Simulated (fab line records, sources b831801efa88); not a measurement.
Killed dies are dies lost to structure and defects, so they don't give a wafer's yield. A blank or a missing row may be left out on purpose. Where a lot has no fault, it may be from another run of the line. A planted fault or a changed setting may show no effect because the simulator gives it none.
A lot that was struck, set against a sound lot + flow sky130 + 35 steps out of a route of 708
Sound: wafers L444.1, L444.5, L444.6. Struck: wafers L451.1, L451.3 (left out: L451.4, a lot-mate that was not struck); the cause follows at the end.
For every step that has rows: the tool of each side, followed by ch and its chambers, followed by its first start. Under that, the readings that differ: sound wafers + struck wafers + difference of the means + sigmas: that difference in standard deviations of wafers without a fault.
alike: a reading whose means differ by less than 2 such deviations, as well as words and numbers matching on both sides. not compared: withheld readings; readings where some wafer has no value; bounds like >300 that might hide an equal value; numbers whose values overlap and for which the record gives no deviation.
The two part at a step that has a row with sigmas, a row that says differs or no value, or rows on one side only. Non-overlapping numbers with no deviation appear without sigmas and do not part them. Lack of a reading on every wafer of one side parts them only where that side has two or more wafers.

first, 6 steps without rows for these wafers: SKY_METAL5_HMDS_08 (prime time 60 s); SKY_METAL5_COAT_09 (resist thk 1800 nm); SKY_METAL5_SOFTBAKE_10 (time 60 s); SKY_METAL5_EXPOSE_11 (exposes mask MM5, target cd 1600 nm); SKY_METAL5_PEB_12; SKY_METAL5_DEVELOP_13 (develop time 60 s).
SKY_METAL5_DESCUM_14: chemistry O2, time 11 s.
  sound on rie metal-04 ch 0,1, day 44 17:04; struck on rie metal-02 ch 0,1, day 46 11:04
  alike: chamber pressure mTorr, drypump motor current A, oes product au
  not compared: rf hours counter h
SKY_METAL5_METAL_ETCH_15: etches the open film in Cl2/BCl3, stops on SiO2, target depth 1260 nm, time 252 s.
  sound on rie metal-04 ch 0,1, day 44 17:06; struck on rie metal-02 ch 0,1, day 46 11:06
| reading                | sound                | struck        | difference | sigmas |
|------------------------|----------------------|---------------|------------|--------|
| throttle valve pct (%) | 22.248 22.259 22.266 | 22.280 22.270 | +0.017     | +2     |
  alike: bcl3 flow sccm, chamber pressure mTorr, drypump motor current A, oes product au
  not compared: rf hours counter h
then, 4 steps without rows for these wafers: SKY_METAL5_STRIP_16 (strips in O2/N2); SKY_METAL5_STRIP_17 (strips in post etch residue remover, time 1200 s); SKY_METAL5_CLEAN_18 (cleans in IPA, time 180 s); SKY_METAL5_CLEAN_19 (cleans in O3/DIW).
SKY_PASSIVATION_CVD_00: deposits SiO2, target thk 90 nm.
  sound on pecvd-01 ch 1,2, day 44 17:59; struck on pecvd-02 ch 1,2, day 46 11:56
| reading                                      | sound             | struck      | difference | sigmas |
|----------------------------------------------|-------------------|-------------|------------|--------|
| model.SiO2_of_PASSIVATION_CVD_00.thk nm (nm) | 90.78 92.26 92.54 | 58.73 57.83 | -33.58     |        |
  alike: heater power w
SKY_PASSIVATION_THK_MEAS_01:
  struck on film metro-01, day 46 11:57; sound on film metro-02, day 44 18:00
| reading                     | sound          | struck    | difference | sigmas |
|-----------------------------|----------------|-----------|------------|--------|
| PASSIVATION_CVD_00_THK (nm) | 90.7 92.3 92.5 | 58.7 57.9 | -33.5      | -28    |
SKY_PASSIVATION_CVD_02: deposits Si3N4, target thk 540 nm.
  sound on pecvd-04 ch 0,2, day 44 18:04; struck on pecvd-01 ch 1, day 46 12:01
  alike: heater power w
SKY_PASSIVATION_THK_MEAS_03:
  struck on film metro-02, day 46 12:21; sound on film metro-01, day 44 18:24
  alike: PASSIVATION_CVD_02_THK
then, 7 steps without rows for these wafers: SKY_PASSIVATION_DEHYDRATE_04 (time 60 s); SKY_PASSIVATION_HMDS_05 (prime time 60 s); SKY_PASSIVATION_COAT_06 (resist thk 3000 nm); SKY_PASSIVATION_SOFTBAKE_07; SKY_PASSIVATION_EXPOSE_08 (exposes mask NSM, target cd 3000 nm); SKY_PASSIVATION_PEB_09; SKY_PASSIVATION_DEVELOP_10 (develop time 60 s).
SKY_PASSIVATION_ETCH_11: etches the open film in CF4/O2, stops on AlCu, target depth 725 nm, time 161.1 s.
  sound on rie diel-03 ch 1,2, day 45 15:31; struck on rie diel-01 ch 1,2, day 47 08:31
| reading                                 | sound             | struck      | difference | sigmas |
|-----------------------------------------|-------------------|-------------|------------|--------|
| oes product au (a.u.)                   | 0.976 0.979 0.980 | 0.951 0.957 | -0.024     | -4     |
| model.PASSIVATION.feature depth nm (nm) | 701.3 709.3 706.5 | 675.9 680.7 | -27.4      |        |
| model.etch.depth nm (nm)                | 701.3 709.3 706.5 | 675.9 680.7 | -27.4      |        |
  alike: cf4 flow sccm, chamber pressure mTorr, drypump motor current A, throttle valve pct
  not compared: rf hours counter h
SKY_PASSIVATION_STRIP_12: strips in O2/N2.
  sound on plasma asher-03 ch 0,1, day 45 15:38; struck on plasma asher-04 ch 0,1, day 47 08:38
  alike: chamber pressure mTorr, drypump motor current A, oes product au, strip time to endpoint s
  not compared: rf hours counter h
then, 7 steps without rows for these wafers: SKY_PAD_OPEN_DEHYDRATE_00 (time 60 s); SKY_PAD_OPEN_HMDS_01 (prime time 60 s); SKY_PAD_OPEN_COAT_02 (resist thk 3000 nm); SKY_PAD_OPEN_SOFTBAKE_03; SKY_PAD_OPEN_EXPOSE_04 (exposes mask PDM, target cd 60000 nm); SKY_PAD_OPEN_PEB_05; SKY_PAD_OPEN_DEVELOP_06 (develop time 58.61 s).
SKY_PAD_OPEN_ETCH_07: etches the open film in CF4/O2, stops on AlCu, target depth 725 nm, time 161.1 s.
  sound on rie diel-03 ch 0,1,2, day 46 11:17; struck on rie diel-03 ch 0,3, day 48 03:52
| reading                              | sound             | struck      | difference | sigmas |
|--------------------------------------|-------------------|-------------|------------|--------|
| oes product au (a.u.)                | 0.981 0.981 0.983 | 0.958 0.964 | -0.021     | -3     |
| model.PAD_OPEN.feature depth nm (nm) | 701.3 710.1 712.1 | 675.9 680.7 | -29.5      |        |
| model.etch.depth nm (nm)             | 701.3 710.1 712.1 | 675.9 680.7 | -29.5      |        |
  alike: cf4 flow sccm, chamber pressure mTorr, drypump motor current A, throttle valve pct
  not compared: rf hours counter h
SKY_PAD_OPEN_STRIP_08: strips in O2/N2.
  sound on plasma asher-02 ch 0,1, day 46 11:23; struck on plasma asher-03 ch 0, day 48 03:58
  alike: chamber pressure mTorr, drypump motor current A, oes product au, strip time to endpoint s
  not compared: rf hours counter h
next, for these wafers, 1 step has no rows: SKY_PAD_OPEN_PROBE_99.

WHERE THEY PART
At SKY_METAL5_METAL_ETCH_15 first; at SKY_PAD_OPEN_ETCH_07 last (within this record only). Later steps at which nothing parts them and some readings are alike: SKY_PAD_OPEN_STRIP_08.

WHY: whatever the simulator had introduced
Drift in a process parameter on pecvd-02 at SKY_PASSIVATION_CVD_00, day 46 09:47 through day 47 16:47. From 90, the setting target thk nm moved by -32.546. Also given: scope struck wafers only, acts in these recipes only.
